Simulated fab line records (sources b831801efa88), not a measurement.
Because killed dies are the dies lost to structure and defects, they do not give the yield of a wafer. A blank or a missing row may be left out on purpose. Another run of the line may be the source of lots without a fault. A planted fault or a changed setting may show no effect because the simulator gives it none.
Matching of chambers + flow sfq_line + cmp-02 running SFQ_TRILAYER_A5B_CMP_CMP_130: 4 sister chambers
The step polishes, stops on Nb, target thk 340.7 nm. 14 wafers are shown with their chamber, then 7 later ones without.

== WAFERS, EACH WITH ITS CHAMBER ==
| wafer  | chamber | motor_current_A (A) | head_pressure_psi (psi) |
|--------|---------|---------------------|-------------------------|
| L114.4 | 3       | 7.9                 | 2.999                   |
| L114.2 | 1       | 9.4                 | 3.012                   |
| L114.5 | 3       | 8.2                 | 2.994                   |
| L117.2 | 2       | 10.3                | 3.005                   |
| L117.5 | 0       | 9.9                 | 2.985                   |
| L117.6 | 1       | 9.6                 | 3.002                   |
| L118.3 | 2       | 10.7                | 3.007                   |
| L118.5 | 3       | 8.5                 | 3.002                   |
| L118.6 | 0       | 10.5                | 2.993                   |
| L119.2 | 1       | 9.2                 | 3.005                   |
| L119.4 | 2       | 10.2                | 3.004                   |
| L119.6 | 0       | 10.8                | 3.000                   |
| L130.2 | 2       | 10.7                | 2.997                   |
| L130.3 | 1       | 9.4                 | 3.010                   |

SIGNATURES (means of the wafers above)
| reading           | chamber 0 | chamber 1 | chamber 2 | chamber 3 | scatter within a chamber |
|-------------------|-----------|-----------|-----------|-----------|--------------------------|
| motor_current_A   | 10.400    | 9.400     | 10.475    | 8.200     | 0.298                    |
| head_pressure_psi | 2.99267   | 3.00725   | 3.00325   | 2.99833   | 0.00515                  |
Rule: distance of a wafer from a chamber = root of the sum over the readings of ((wafer's reading minus chamber's mean) / reading's scatter) squared. The wafer belongs to the nearest chamber; if the next one is less than 2 further off, it can't be placed. How the scatter is found: for the shown wafers, subtract from each reading the mean of its chamber, square and add these, divide the total by (wafers less chambers), then take the root.

== WAFERS WITH NO CHAMBER GIVEN ==
| wafer  | motor_current_A (A) | head_pressure_psi (psi) |
|--------|---------------------|-------------------------|
| L130.6 | 9.8                 | 2.995                   |
| L132.1 | 9.9                 | 3.001                   |
| L132.2 | 8.2                 | 2.995                   |
| L132.5 | 9.3                 | 3.007                   |
| L136.2 | 8.3                 | 3.002                   |
| L136.5 | 8.7                 | 3.002                   |
| L136.6 | 10.3                | 2.989                   |

== CHAMBER TAKEN BY EACH ==
| wafer  | from the rows above          | in truth                   |
|--------|------------------------------|----------------------------|
| L130.6 | can't be placed: 0 or 1 or 2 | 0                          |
| L132.1 | can't be placed: 2 or 1 or 0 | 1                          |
| L132.2 | 3                            | 3                          |
| L132.5 | 1                            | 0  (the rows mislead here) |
| L136.2 | 3                            | 3                          |
| L136.5 | can't be placed: 3 or 1      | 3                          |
| L136.6 | 0                            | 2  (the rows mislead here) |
Correctly placed: 2 of 7. Unplaceable from these rows: 3, with the true chamber sitting among the candidates in 3. Placed wrongly: 2.
